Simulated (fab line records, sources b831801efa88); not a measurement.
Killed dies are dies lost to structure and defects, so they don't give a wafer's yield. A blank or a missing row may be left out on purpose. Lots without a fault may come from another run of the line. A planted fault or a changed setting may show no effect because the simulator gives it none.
Which tool did it? | flow sfq_line | 14 lots, 40 wafers sampled, at 1 step of a route of 325

WHAT THE GAUGES READ, wafer by wafer
The record holds no reading of a measuring or inspecting step that can be judged against a usual standard deviation.

WHICH TOOL RAN EACH LOT (tool, then ch and the chambers of the sampled wafers, then the start)
lot  | SFQ_TRILAYER_R5_ETCH_METAL_ETCH_139
L388 | rie_metal-02 ch 0,1, day 58 00:18
L389 | rie_metal-02 ch 0,1, day 58 06:18
L390 | rie_metal-01 ch 0,1, day 58 12:01
L391 | rie_metal-02 ch 0,1, day 58 15:37
L392 | rie_metal-01 ch 0,1, day 58 16:49
L393 | rie_metal-01 ch 0, day 59 01:17
L394 | rie_metal-03 ch 0,1, day 59 02:52
L395 | rie_metal-03 ch 0,1, day 59 05:16
L396 | rie_metal-03 ch 0,1, day 59 18:26
L397 | rie_metal-03 ch 0,1, day 60 19:41
L398 | rie_metal-03 ch 0,1, day 61 09:31
L399 | rie_metal-03 ch 0, day 61 11:52
L410 | rie_metal-02 ch 1, day 63 08:31
L411 | rie_metal-01 ch 0,1, day 64 15:31
- SFQ_TRILAYER_R5_ETCH_METAL_ETCH_139: etches the open film in Cl2, stops on SiO2, target depth 60 nm, time 40 s.

WHAT THE TOOLS THEMSELVES READ (means of the sampled wafers that have a number; where no wafer has one, the mark that the record gives instead)
SFQ_TRILAYER_R5_ETCH_METAL_ETCH_139. Usual: drypump_motor_current_A 6.1 A, standard deviation 0.45; oes_product_au 0.992 a.u., standard deviation 0.0056.
lot  | tool         | drypump_motor_current_A (A) | oes_product_au (a.u.) | flag
L388 | rie_metal-02 | 5.7                         | 0.994                 |
L389 | rie_metal-02 | 5.7                         | 0.997                 |
L390 | rie_metal-01 | 5.4                         | 0.993                 |
L391 | rie_metal-02 | 5.9                         | 0.994                 |
L392 | rie_metal-01 | 5.5                         | 0.997                 |
L393 | rie_metal-01 | 5.6                         | 0.993                 |
L394 | rie_metal-03 | 6.3                         | 0.987                 |
L395 | rie_metal-03 | 6.5                         | 0.989                 |
L396 | rie_metal-03 | 6.5                         | 0.995                 |
L397 | rie_metal-03 | 6.4                         | 0.878                 | OFF
L398 | rie_metal-03 | 6.4                         | 0.821                 | OFF
L399 | rie_metal-03 | 6.2                         | 0.909                 | OFF
L410 | rie_metal-02 | 6.2                         | 0.995                 |
L411 | rie_metal-01 | 5.4                         | 0.989                 |

THE ANSWER, worked out from the rows above alone
Rule: a lot is off if the mean of its wafers that have a number lies more than 3 standard deviations from the usual mean. A lot without any number at a reading at which 4 lots or more have one is off too. The other lots that the step has rows for count as sound. The gauges are gone through in route order, then the tools' own readings, and for those a lot's mean is taken as printed above. The first step at which some lot is off is used, and at that step the reading that is off furthest; a lot without a number counts as furthest.
Off: L397, L398, L399, at SFQ_TRILAYER_R5_ETCH_METAL_ETCH_139 (oes_product_au).
A tool fits if, at that step or a process step before it, it ran every lot that is off, and no sound lot after the first of them. One fits: rie_metal-03 at SFQ_TRILAYER_R5_ETCH_METAL_ETCH_139. Its last sound lot is L396 (day 59 18:26), its first lot that is off L397 (day 60 19:41): a fault that began between those two fits.
The tool's own readings at SFQ_TRILAYER_R5_ETCH_METAL_ETCH_139 bear it out: on the lots that are off they differ by more than 5 times the standard deviation of the sound lots' means. oes_product_au reads 0.869 a.u. there against 0.993 a.u. on the sound lots.

WHAT THE SIMULATOR HAD PUT IN
Process parameter drift: rie_metal-03, from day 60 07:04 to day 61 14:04, at SFQ_TRILAYER_R5_ETCH_METAL_ETCH_139. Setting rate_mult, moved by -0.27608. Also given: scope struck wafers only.
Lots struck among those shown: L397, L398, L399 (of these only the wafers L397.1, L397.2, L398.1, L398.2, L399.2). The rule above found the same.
